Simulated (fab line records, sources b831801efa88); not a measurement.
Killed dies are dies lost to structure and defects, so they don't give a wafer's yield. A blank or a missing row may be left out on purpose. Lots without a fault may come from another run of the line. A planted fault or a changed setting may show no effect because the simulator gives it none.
Which tool did it? | flow sky130 | 6 lots, 18 wafers sampled, at 2 steps of a route of 708

WHAT THE GAUGES READ, wafer by wafer
SKY_LI_CONTACT_BOW_MEAS_03.
lot  | measured     | on            | LI_CONTACT_BOW (um)
L648 | day 28 05:14 | film_metro-02 | 59 52 61
L650 | day 29 01:02 | film_metro-02 | 60 50 54
L654 | day 30 12:41 | film_metro-03 | 77 47 61
L660 | day 32 17:07 | film_metro-02 | 60 67 52
L666 | day 34 17:40 | film_metro-01 | 59 62 49
L670 | day 35 08:44 | film_metro-02 | 56 62 46

WHICH TOOL RAN EACH LOT (tool, then ch and the chambers of the sampled wafers, then the start)
lot  | SKY_LDD_HVP_STRIP_09
L648 | plasma_asher-04 ch 0, day 21 19:01
L650 | plasma_asher-02 ch 0,1, day 22 17:41
L654 | plasma_asher-03 ch 0, day 24 08:25
L660 | plasma_asher-02 ch 0,1, day 26 15:27
L666 | plasma_asher-04 ch 0,1, day 28 20:55
L670 | plasma_asher-03 ch 0,1, day 29 13:22
- SKY_LDD_HVP_STRIP_09: strips in O2/N2.

THE ANSWER, worked out from the rows above alone
Rule: what is usual is taken from the lots themselves. Put in order of their means at a reading, lots are off if they are a third of the lots or fewer, leave a main group of 4 or more, and stand apart from it by a gap of 3 or more times the standard deviation of the main group's means; of several such gaps the widest counts. A main group whose means are all the same, to the digits that the tables above print for the reading, isn't used. A lot without any number at a reading at which 4 lots or more have one is off too. The other lots that the step has rows for count as sound.
No lot is off at any reading shown: from this, nothing can be told.

WHAT THE SIMULATOR HAD PUT IN
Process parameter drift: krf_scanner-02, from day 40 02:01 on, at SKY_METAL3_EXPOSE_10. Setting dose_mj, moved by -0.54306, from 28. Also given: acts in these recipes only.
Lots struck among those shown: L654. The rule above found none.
